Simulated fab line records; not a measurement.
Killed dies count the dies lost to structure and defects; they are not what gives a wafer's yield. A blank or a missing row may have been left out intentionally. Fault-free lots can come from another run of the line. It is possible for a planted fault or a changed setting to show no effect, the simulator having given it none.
fab line records	flow sky130
record lots=11	wafers=33	last-day=50
route steps=708 shown CONTACT@422 METAL1@440 VIA1@460 PAD_OPEN@708
lots that met no fault: taken from a fault-free run of the same line
start-h: hours from the record's opening day to when the first of the lot's shown wafers began	wait-h: time in hours since the lot's previous step	" as in the row above	L1.1+2: one row covering several wafers at once	- value missing, or start not given	* or withheld: withheld	< > ~ a bound
route shown NAME@n: a module of which the file shows steps, and the number in the route of the first	usual: average and standard deviation across the fault-free wafers	same: alike in all rows	chamber/n: place in a boat	sites: the reading at each site	_std_site: how widely they spread, as a standard deviation	_edge_site: the outer-site mean with the inner-site mean subtracted	radius-mm: for every site, how far away it sits from the centre of the wafer	mask NAME#n: copy n	behind: the tool/chamber that last shaped the wafer	hold: the reason the lot was held/the length of the hold in hours/how it ended	device: whichever transistor did not switch (one of n, p or np)	end of line: tests run on the same wafers once the route is complete	step lacking rows: just its recipe	killed: the dies lost at the first sort to structure and to defects; this is not the yield of the wafer	map: shows each die of a wafer: x if killed, . if not, _ if none is there
set.NAME: the setting as run; set.NAME@STEP: as run at that earlier step	model.NAME: the simulator's own value behind a step, which no gauge read
a sample of lots followed through the steps of the route, with each step as a table and each wafer as a row
services: when a tool's chamber went out of use (start-h, in hours from the record's first day, below 0 if earlier), for how many hours, and the reason
## steps
# step SKY_CONTACT_ETCH_16
# recipe chemistry=N2/H2	target=BARC	ion-energy-ev=200	source-w=500	bias-w=100	pressure-mtorr=30	n2-flow-sccm=100	h2-flow-sccm=200	stop-on=SiO2	time-s=45.9	target-depth-a=600
# usual drypump-motor-current-A=5.7/0.48	oes-product-au=0.855/0.0045	throttle-valve-pct=13.224/0.0095
lot.wafer	tool	chamber	start-h	wait-h	drypump-motor-current-A	oes-product-au	rf-hours-counter-h	throttle-valve-pct
L704.3	rie-diel-03	2	754.25	0.0	5.7	0.855	6	13.235
L704.5	"	1	"	"	4.9	0.848	-	13.217
L704.6	"	0	"	"	6.6	0.854	-	13.227
L705.3	rie-diel-03	0	772.19	0.0	6.6	0.856	23	13.220
L705.4	"	1	"	"	4.9	0.856	12	13.215
L705.5	"	3	"	"	6.1	0.855	-	13.216
L706.3	rie-diel-03	2	773.60	0.0	5.7	0.859	7	13.210
L706.4	"	1	"	"	4.9	0.857	12	13.213
L706.5	"	0	"	"	6.6	0.854	-	13.211
L716.1	rie-diel-02	1	867.28	0.0	6.1	0.857	19	13.237
L716.4	"	0	"	"	5.8	0.858	11	13.221
L716.5	"	2	"	"	5.9	0.852	-	13.226
L717.2	rie-diel-04	0	871.00	0.0	5.3	0.842	16	13.222
L717.3	"	3	"	"	5.6	0.855	10	13.219
L717.5	"	2	"	"	5.2	0.851	-	13.225
L719.1	rie-diel-04	1	877.29	0.0	5.5	0.857	17	13.220
L719.3	"	2	"	"	5.2	0.863	6	13.222
L719.5	"	1	"	"	5.5	0.851	-	13.222
L718.1	rie-diel-02	2	893.28	0.0	5.9	0.855	0	13.213
L718.3	"	3	"	"	5.9	0.852	3	13.210
L718.5	"	1	"	"	6.1	0.844	-	13.217
L721.3	rie-diel-04	0	894.05	0.0	5.3	0.851	16	13.235
L721.5	"	0	"	"	5.3	0.854	-	13.237
L721.6	"	3	"	"	5.6	0.857	-	13.219
L720.1	rie-diel-03	2	894.43	0.0	5.7	0.854	10	13.216
L720.3	"	1	"	"	4.9	0.853	16	13.226
L720.5	"	3	"	"	6.1	0.857	-	13.219
L723.3	rie-diel-04	0	900.05	0.0	5.3	0.853	17	13.225
L723.4	"	1	"	"	5.5	0.860	18	13.237
L723.5	"	0	"	"	5.3	0.857	-	13.222
L724.1	rie-diel-04	3	905.79	0.0	5.6	0.856	11	13.229
L724.4	"	1	"	"	5.5	0.848	18	13.241
L724.5	"	3	"	"	5.6	0.860	-	13.229
# step SKY_METAL1_THK_MEAS_06
# recipe thk-meas-gauge=xrf	reads=AlCu_of_METAL1_SPUTTER_02
# usual METAL1_ALCU_THK=247/3.1
lot.wafer	tool	chamber	start-h	wait-h	METAL1_ALCU_THK[nm]
L704.3	film-metro-04	-	755.91	0.1	245
L704.5	"	-	"	"	248
L704.6	"	-	"	"	246
L705.3	film-metro-01	-	773.92	0.1	251
L705.4	"	-	"	"	253
L705.5	"	-	"	"	251
L706.3	film-metro-01	-	775.26	0.1	250
L706.4	"	-	"	"	247
L706.5	"	-	"	"	252
L716.1	film-metro-02	-	868.93	0.1	243
L716.4	"	-	"	"	244
L716.5	"	-	"	"	245
L717.2	film-metro-01	-	872.66	0.1	243
L717.3	"	-	"	"	248
L717.5	"	-	"	"	248
L719.1	film-metro-04	-	878.94	0.1	244
L719.3	"	-	"	"	241
L719.5	"	-	"	"	243
L718.1	film-metro-02	-	894.91	0.1	248
L718.3	"	-	"	"	245
L718.5	"	-	"	"	245
L721.3	film-metro-01	-	895.70	0.1	246
L721.5	"	-	"	"	249
L721.6	"	-	"	"	251
L720.1	film-metro-02	-	896.06	0.1	246
L720.3	"	-	"	"	248
L720.5	"	-	"	"	251
L723.3	film-metro-01	-	901.72	0.1	252
L723.4	"	-	"	"	246
L723.5	"	-	"	"	248
L724.1	film-metro-04	-	907.43	0.1	254
L724.4	"	-	"	"	246
L724.5	"	-	"	"	247
# step SKY_METAL1_STRIP_20
# recipe chemistry=O2/N2	power-w=1400	pressure-mtorr=1500	platen-temp-c=withheld	o2-flow-sccm=3000	n2-flow-sccm=300	overash-fraction=0.5
# usual drypump-motor-current-A=5.8/0.37	oes-product-au=0.343/0.0059	strip-time-to-endpoint-s=2.70/0.061
lot.wafer	tool	chamber	start-h	wait-h	drypump-motor-current-A	oes-product-au	rf-hours-counter-h	strip-time-to-endpoint-s
L704.3	plasma-asher-04	1	782.51	0.1	5.4	0.325	-	2.58
L704.5	"	1	"	"	5.4	0.341	-	2.62
L704.6	"	0	"	"	6.0	0.342	-	2.67
L705.3	plasma-asher-04	1	801.04	0.1	5.4	0.343	-	2.72
L705.4	"	0	"	"	6.0	0.347	-	2.78
L705.5	"	0	"	"	6.0	0.352	-	2.72
L706.3	plasma-asher-02	0	801.76	0.1	6.2	0.350	-	2.72
L706.4	"	1	"	"	5.6	0.350	-	2.74
L706.5	"	1	"	"	5.6	0.355	-	2.75
L716.1	plasma-asher-03	0	894.43	0.1	6.2	0.351	74	2.80
L716.4	"	1	"	"	5.3	0.344	-	2.74
L716.5	"	1	"	"	5.3	0.342	-	2.77
L717.2	plasma-asher-03	0	898.56	0.1	6.2	0.340	74	2.63
L717.3	"	0	"	"	6.2	0.340	-	2.64
L717.5	"	0	"	"	6.2	0.342	-	2.66
L719.1	plasma-asher-03	0	904.38	0.1	6.2	0.340	75	2.69
L719.3	"	0	"	"	6.2	0.351	-	2.72
L719.5	"	1	"	"	5.4	0.345	-	2.74
L718.1	plasma-asher-02	0	920.45	0.1	6.2	0.344	112	2.68
L718.3	"	0	"	"	6.2	0.344	-	2.67
L718.5	"	0	"	"	6.2	0.335	-	2.68
L721.3	plasma-asher-03	0	920.91	0.1	6.2	0.345	-	2.65
L721.5	"	0	"	"	6.2	0.347	-	2.63
L721.6	"	1	"	"	5.3	0.335	-	2.70
L720.1	plasma-asher-02	0	922.31	0.1	6.2	0.333	112	2.64
L720.3	"	0	"	"	6.2	0.336	-	2.64
L720.5	"	1	"	"	5.6	0.328	-	2.63
L723.3	plasma-asher-03	1	926.61	0.1	5.4	0.334	-	2.74
L723.4	"	0	"	"	6.2	0.356	-	2.83
L723.5	"	0	"	"	6.2	0.356	-	2.83
L724.1	plasma-asher-03	1	932.33	0.1	5.4	0.346	77	2.81
L724.4	"	1	"	"	5.3	0.343	-	2.71
L724.5	"	1	"	"	5.4	0.348	-	2.74
# step SKY_VIA1_CMP_02
# recipe material=SiO2	down-force-psi=4	platen-rpm=60	pad-velocity-m-s=0.94248
# usual motor-current-A=12.4/1.6	platen-rpm=60.00/0.037	retaining-ring-pressure-frac=1.001/0.005
lot.wafer	tool	chamber	start-h	wait-h	motor-current-A	platen-rpm	retaining-ring-pressure-frac
L704.3	cmp-01	3	783.32	0.0	13.8	59.99	0.994
L704.5	"	3	"	"	14.2	60.01	1.003
L704.6	"	0	"	"	12.5	60.00	1.005
L705.3	cmp-01	2	801.82	0.0	12.4	59.99	1.003
L705.4	"	0	"	"	12.9	54.08	0.999
L705.5	"	3	"	"	14.2	59.94	0.995
L706.3	cmp-01	1	802.60	0.1	14.0	60.03	1.007
L706.4	"	2	"	"	12.6	60.00	1.002
L706.5	"	0	"	"	13.3	54.03	1.002
L716.4	cmp-01	1	895.35	0.1	13.4	59.95	1.003
L716.1	"	2	"	"	12.3	59.99	1.003
L716.5	"	3	"	"	14.7	59.99	0.994
L717.2	cmp-01	2	899.38	0.1	12.6	60.02	0.999
L717.3	"	3	"	"	14.0	59.95	0.998
L717.5	"	2	"	"	12.8	59.98	1.000
L719.3	cmp-02	3	905.15	0.0	11.1	60.04	0.989
L719.1	"	1	"	"	10.5	60.02	1.002
L719.5	"	0	"	"	13.7	60.04	0.997
L718.1	cmp-02	0	921.32	0.1	14.4	60.01	0.996
L718.3	"	3	"	"	10.9	59.93	1.005
L718.5	"	0	"	"	14.0	60.05	0.994
L721.3	cmp-02	2	921.80	0.2	10.1	59.98	1.003
L721.5	"	3	"	"	11.3	60.01	0.995
L721.6	"	0	"	"	14.5	60.05	1.006
L720.3	cmp-01	1	923.19	0.1	14.2	60.03	1.005
L720.1	"	2	"	"	12.7	59.96	0.998
L720.5	"	0	"	"	12.3	59.95	1.005
L723.3	cmp-01	3	927.39	0.0	14.6	59.98	1.006
L723.4	"	2	"	"	11.9	59.94	0.998
L723.5	"	3	"	"	14.9	59.99	0.998
L724.4	cmp-02	2	933.10	0.0	10.3	59.97	0.991
L724.1	"	0	"	"	13.8	60.01	0.997
L724.5	"	3	"	"	10.7	60.06	0.995
# step SKY_PAD_OPEN_PROBE_99
# usual defect-limited-yield=82.6/1.8	killed_at_M0_to_M3=44/6.3	killed_at_M4_up=2.8/1.7	killed-at-contacts=25/5.8	killed-at-front-end=14/4.4	killed-at-other=0.3/0.49	killed-dies=86/8.7	killed-open=48/5.8	killed-short=38/6	sort_bin_3_pad_short=0.8/0.39	sort_bin_5_function=10.4/1.4	sort_bin_6_memory=6.2/1.1	sort_bin_8_speed=0.00/0.017	sort-n-pass=406/8.7	sort-yield-pct=82.6/1.8
# same gross-dies=492	killed-at-back-side=0	sort_bin_4_leakage[%]=0
lot.wafer	tool	chamber	start-h	wait-h	defect-limited-yield[%]	killed_at_M0_to_M3	killed_at_M4_up	killed-at-contacts	killed-at-front-end	killed-at-other	killed-dies	killed-open	killed-short	sort_bin_3_pad_short[%]	sort_bin_5_function[%]	sort_bin_6_memory[%]	sort_bin_8_speed[%]	sort-n-pass	sort-yield-pct[%]
L704.3	prober-01	-	1092.46	0.2	82.3	48	1	25	13	0	87	48	39	0.2	10.6	6.9	0	405	82.3
L704.5	prober-01	-	1092.56	0.2	82.9	40	2	32	10	0	84	45	39	1.0	10.2	5.9	0	408	82.9
L704.6	prober-01	-	1092.61	0.2	82.7	50	7	16	12	0	85	44	41	1.2	9.8	6.3	0	407	82.7
L716.1	prober-01	-	1173.27	0.1	80.3	45	3	33	15	1	97	45	52	1.2	11.2	7.3	0	395	80.3
L716.4	prober-01	-	1173.42	0.2	80.7	45	0	37	13	0	95	55	40	0.4	12.0	6.9	0	397	80.7
L716.5	prober-01	-	1173.47	0.2	84.8	35	3	23	13	1	75	43	32	0.8	8.7	5.7	0	417	84.8
L717.2	prober-02	-	1174.09	0.1	81.1	51	4	21	16	1	93	40	53	1.4	11.4	6.1	0	399	81.1
L717.3	prober-02	-	1174.14	0.2	81.7	41	3	34	12	0	90	56	34	1.2	10.8	6.3	0	402	81.7
L717.5	prober-02	-	1174.24	0.2	82.3	41	1	33	11	1	87	49	38	1.2	10.4	6.1	0	405	82.3
L719.1	prober-01	-	1181.38	0.1	81.7	44	2	21	23	0	90	54	36	0.8	9.6	7.9	0	402	81.7
L719.3	prober-01	-	1181.48	0.2	84.8	38	4	26	7	0	75	43	32	1.4	10.0	3.9	0	417	84.8
L719.5	prober-01	-	1181.58	0.2	82.1	42	5	29	12	0	88	52	36	0.6	10.6	6.7	0	404	82.1
L718.1	prober-02	-	1189.69	0.1	83.1	47	2	19	15	0	83	46	37	0.2	9.3	7.3	0	409	83.1
L718.3	prober-02	-	1189.79	0.2	81.9	46	3	30	10	0	89	49	40	1.0	11.2	5.9	0	403	81.9
L718.5	prober-02	-	1189.89	0.2	83.1	39	3	24	17	0	83	52	31	1.0	11.8	4.1	0	409	83.1
L720.1	prober-02	-	1192.77	0.1	81.7	46	5	27	12	0	90	47	43	0.8	11.4	6.1	0	402	81.7
L720.3	prober-02	-	1192.87	0.2	80.9	59	3	20	9	3	94	49	45	1.6	10.6	6.9	0	398	80.9
L720.5	prober-02	-	1192.97	0.2	81.5	49	1	21	20	0	91	49	42	1.2	11.2	6.1	0	401	81.5
# killed by level:class
L704.3 CONTACT:geometric-particle:open=13 METAL1:geometric-particle:short=9 VIA1:geometric-particle:open=7 VIA2:geometric-particle:open=7 VIA3:geometric-particle:open=6 VIA1:geometric-particle:short=6 LI_CONTACT:geometric-particle:open=5 CONTACT:geometric-particle:short=4
L704.5 CONTACT:geometric-particle:open=12 VIA1:geometric-particle:open=10 LOCAL_INTERCONNECT:geometric-particle:short=9 CONTACT:geometric-particle:short=8 POLY_GATE:geometric-particle:open=5 VIA3:geometric-particle:open=5 METAL2:geometric-particle:short=4 METAL3:geometric-particle:open=4
L704.6 METAL1:geometric-particle:short=9 VIA1:geometric-particle:open=8 VIA3:geometric-particle:open=8 FIELD_ISO:geometric-particle:open=6 CONTACT:geometric-particle:open=6 VIA2:geometric-particle:short=6 METAL4:geometric-particle:short=5 LI_CONTACT:geometric-particle:open=4
L716.1 CONTACT:geometric-particle:open=11 METAL2:geometric-particle:short=9 METAL1:geometric-particle:short=9 LI_CONTACT:geometric-particle:open=8 VIA2:geometric-particle:open=8 VIA1:geometric-particle:short=6 SPACER:geometric-particle:short=5 LI_CONTACT:geometric-particle:short=4
L716.4 CONTACT:geometric-particle:open=15 VIA2:geometric-particle:open=8 VIA1:geometric-particle:open=7 LI_CONTACT:geometric-particle:open=6 CONTACT:geometric-particle:short=6 POLY_GATE:geometric-particle:open=5 LOCAL_INTERCONNECT:geometric-particle:short=5 LI_CONTACT:geometric-particle:short=4
L716.5 CONTACT:geometric-particle:open=10 VIA1:geometric-particle:open=9 POLY_GATE:geometric-particle:short=5 POLY_GATE:geometric-particle:open=5 LOCAL_INTERCONNECT:geometric-particle:short=5 VIA1:geometric-particle:short=5 VIA3:geometric-particle:open=5 VIA2:geometric-particle:open=4
L717.2 VIA1:geometric-particle:open=10 LI_CONTACT:geometric-particle:open=7 METAL3:geometric-particle:short=7 CONTACT:geometric-particle:open=6 VIA1:geometric-particle:short=6 VIA3:geometric-particle:short=6 FIELD_ISO:geometric-particle:short=5 METAL1:geometric-particle:short=5
L717.3 CONTACT:geometric-particle:open=13 VIA1:geometric-particle:open=12 LI_CONTACT:geometric-particle:open=8 VIA2:geometric-particle:open=7 METAL2:geometric-particle:short=6 FIELD_ISO:geometric-particle:open=5 VIA1:geometric-particle:short=5 LOCAL_INTERCONNECT:geometric-particle:short=5
L717.5 CONTACT:geometric-particle:open=10 VIA1:geometric-particle:open=9 VIA3:geometric-particle:open=9 LI_CONTACT:geometric-particle:open=8 METAL2:geometric-particle:short=6 CONTACT:geometric-particle:short=6 LOCAL_INTERCONNECT:geometric-particle:short=5 LI_CONTACT:geometric-particle:short=4
L719.1 CONTACT:geometric-particle:open=9 VIA2:geometric-particle:open=9 FIELD_ISO:geometric-particle:open=8 VIA1:geometric-particle:open=8 METAL1:geometric-particle:short=6 POLY_GATE:geometric-particle:open=5 LI_CONTACT:geometric-particle:open=5 VIA3:geometric-particle:open=4
L719.3 CONTACT:geometric-particle:open=10 VIA2:geometric-particle:open=9 LI_CONTACT:geometric-particle:open=8 VIA3:geometric-particle:open=8 CONTACT:geometric-particle:short=6 METAL1:geometric-particle:short=5 METAL4:geometric-particle:short=4 VIA1:geometric-particle:open=3
L719.5 CONTACT:geometric-particle:open=11 LI_CONTACT:geometric-particle:open=9 VIA1:geometric-particle:open=8 VIA1:geometric-particle:short=7 CONTACT:geometric-particle:short=6 VIA3:geometric-particle:open=6 VIA2:geometric-particle:open=6 METAL1:geometric-particle:short=5
L718.1 VIA1:geometric-particle:open=11 METAL1:geometric-particle:short=9 LI_CONTACT:geometric-particle:open=8 VIA3:geometric-particle:open=7 POLY_GATE:geometric-particle:short=6 VIA2:geometric-particle:open=6 LOCAL_INTERCONNECT:geometric-particle:short=4 CONTACT:geometric-particle:open=4
L718.3 CONTACT:geometric-particle:open=13 VIA1:geometric-particle:open=10 METAL2:geometric-particle:short=8 VIA2:geometric-particle:open=8 LI_CONTACT:geometric-particle:open=6 LOCAL_INTERCONNECT:geometric-particle:short=6 CONTACT:geometric-particle:short=5 VIA1:geometric-particle:short=5
L718.5 LI_CONTACT:geometric-particle:open=10 CONTACT:geometric-particle:open=8 VIA1:geometric-particle:open=7 METAL2:geometric-particle:short=6 FIELD_ISO:geometric-particle:open=5 VIA1:geometric-particle:short=5 VIA2:geometric-particle:open=5 VIA3:geometric-particle:open=5
L720.1 CONTACT:geometric-particle:open=9 VIA2:geometric-particle:open=9 VIA1:geometric-particle:open=8 LOCAL_INTERCONNECT:geometric-particle:short=7 METAL1:geometric-particle:short=6 LI_CONTACT:geometric-particle:open=6 FIELD_ISO:geometric-particle:open=5 POLY_GATE:geometric-particle:short=5
L720.3 VIA1:geometric-particle:open=13 METAL1:geometric-particle:short=8 VIA2:geometric-particle:open=8 VIA3:geometric-particle:open=8 VIA1:geometric-particle:short=6 CONTACT:geometric-particle:open=5 METAL2:geometric-particle:short=5 POLY_GATE:geometric-particle:short=4
L720.5 VIA3:geometric-particle:open=10 FIELD_ISO:geometric-particle:open=7 LI_CONTACT:geometric-particle:open=7 VIA1:geometric-particle:open=7 FIELD_ISO:geometric-particle:short=6 VIA2:geometric-particle:open=6 VIA1:geometric-particle:short=6 CONTACT:geometric-particle:short=5
## services
tool	chamber	start-h	hours	kind
cmp-02	-	731.60	1.8	repair
cmp-02	-	740.97	0.5	repair
cmp-02	-	742.34	1.3	repair
cmp-02	-	744.00	4.0	pm
rie-diel-03	-	754.93	0.7	repair
cmp-02	-	756.15	2.8	repair
rie-diel-04	-	764.06	4.3	repair
cmp-01	-	787.13	6.0	repair
rie-diel-03	2	787.84	34.4	repair
plasma-asher-03	-	790.02	0.8	repair
cmp-02	-	809.96	1.1	repair
cmp-02	-	834.17	0.7	repair
rie-diel-03	1	852.12	10.9	repair
cmp-02	-	864.27	1.7	repair
cmp-01	-	874.33	4.6	pm
rie-diel-04	1	886.10	2.6	repair
cmp-02	-	898.17	2.1	repair
cmp-01	-	912.28	4.0	pm
cmp-01	-	917.64	2.4	repair
rie-diel-04	2	917.64	2.8	repair
rie-diel-03	1	918.68	7.9	repair
cmp-01	-	920.45	1.3	repair
rie-diel-03	1	930.28	11.1	repair
cmp-01	-	932.30	0.8	repair
## key
first-sign step=SKY_VIA1_CMP_02	reading=platen-rpm	direction=down	sigmas=99+	usual=60.00	struck=54.06
effect none on later readings
met-at SKY_VIA1_CMP_02
struck-lots L705,L706
struck-wafers L705.4,L706.5
not-acting-at SKY_CONTACT_ETCH_16,SKY_METAL1_THK_MEAS_06,SKY_METAL1_STRIP_20
onset-between 783.32 801.82
fault kind=process-parameter-drift	tool=cmp-01	chamber=0	onset-h=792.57	steps=SKY_VIA1_CMP_02	channel=platen-rpm	offset=-6	shape=step	end-h=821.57	acts-in=these-recipes-only	stated=60
